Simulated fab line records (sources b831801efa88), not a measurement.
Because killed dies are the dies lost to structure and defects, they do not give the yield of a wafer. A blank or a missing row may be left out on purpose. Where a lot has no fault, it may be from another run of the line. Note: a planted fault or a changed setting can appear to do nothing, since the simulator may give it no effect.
A single fault, viewed from 2 desks | flow gf180mcu | each desk holds nothing but its own numbers, with what lay behind them at the end

== METROLOGY DESK ==
Means of the sampled wafers that have a number, per lot and without regard to the tool the lot ran on: this is what the gauges read. Any lot whose mean is over 4 standard deviations away from the usual mean is out of limits and marked OUT; that distance is given in the brackets.
Columns: A = HV_LDD_TW at GF_HV_LDD_TW_MEAS_11, usual 2399; B = PSD_TW at GF_PSD_TW_MEAS_11, usual 3156; C = PSD_RS at GF_PSD_RS_MEAS_15, usual 108.63 ohm/sq; D = cd nm at GF_M1_CD_MEAS_14, usual 229.6 nm; E = V1_CVD_02_THK at GF_V1_THK_MEAS_03, usual 847 nm
lot  | first seen here | A    | B              | C               | D     | E
L288 | day 10 02:37    | 2425 | 3142           | 107.83          | 228.4 | 837
L294 | day 11 19:55    | 2399 | 3216           | 108.72          | 232.2 | 850
L295 | day 12 00:18    | 2383 | 3148           | 108.57          | 229.3 | 836
L296 | day 12 12:56    | 2399 | 3199           | 108.80          | 230.3 | 846
L298 | day 13 02:52    | 2382 | 3134           | 108.57          | 229.0 | 860
L299 | day 13 09:15    | 2396 | 3124           | 109.23          | 230.3 | 859
L300 | day 13 21:56    | 2424 | 3157           | 108.73          | 231.1 | 854
L302 | day 14 09:57    | 2383 | 3475 (+11) OUT | 99.20 (-33) OUT | 229.7 | 843
L303 | day 14 15:06    | 2425 | 3560 (+13) OUT | 98.87 (-34) OUT | 231.0 | 857
L304 | day 14 21:31    | 2427 | 3207           | 108.47          | 228.5 | 839
L310 | day 16 18:34    | 2429 | 3195           | 108.41          | 228.3 | 842
Finding of this desk: L302, L303 out of limits, first seen on L302 at day 19 04:57 (PSD_TW at GF_PSD_TW_MEAS_11). In limits: L288, L294, L295, L296, L298, L299, L300, L304, L310.

== TOOL OWNER'S DESK, implanter-04 ==
GF_PSD_IMPLANT_09, tool's own readings: per-lot mean of the sampled wafers with a number, covering each lot this tool ran. Any lot whose mean is over 4 standard deviations away from the usual mean is out of limits and marked OUT; that distance is given in the brackets.
Columns: A = beam on s at GF_PSD_IMPLANT_09, usual 10.02 s; B = dose ions cm2 at GF_PSD_IMPLANT_09, usual 1.4999e+15; C = faraday current uA at GF_PSD_IMPLANT_09, usual 8235
lot  | first seen here | A               | B                            | C
L294 | day 16 06:54    | 10.25           | 1.4998e+15                   | 8004
L295 | day 16 11:56    | 10.02           | 1.5005e+15                   | 8230
L298 | day 17 17:42    | 9.89            | 1.4994e+15                   | 8324
L300 | day 18 16:05    | 10.13           | 1.4985e+15                   | 8138
L302 | day 19 04:42    | 15.60 (+27) OUT | 2.7360e+15 (+99 or more) OUT | 9653 (+8.3) OUT
L303 | day 19 13:21    | 15.61 (+27) OUT | 2.7361e+15 (+99 or more) OUT | 9627 (+8.2) OUT
This desk's finding: out of limits on L302, L303; first on L302, day 19 04:42 (beam on s at GF_PSD_IMPLANT_09). In limits: L294, L295, L298, L300.

== ALL TOGETHER ==
The tool owner's desk could have raised an alarm at day 19 04:42, on L302, L303.
At day 19 04:57 the metrology desk could have sounded an alarm, on L302, L303.
The lots listed all ran GF_PSD_IMPLANT_09 on implanter-04.

== WHAT THE SIMULATOR PUT IN ==
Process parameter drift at GF_PSD_IMPLANT_09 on implanter-04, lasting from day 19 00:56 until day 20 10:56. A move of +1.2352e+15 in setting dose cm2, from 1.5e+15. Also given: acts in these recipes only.
Struck lots among those shown: L302, L303.
Fault start to first reading out of limits, in hours, per desk: tool owner, 4; metrology, 4.
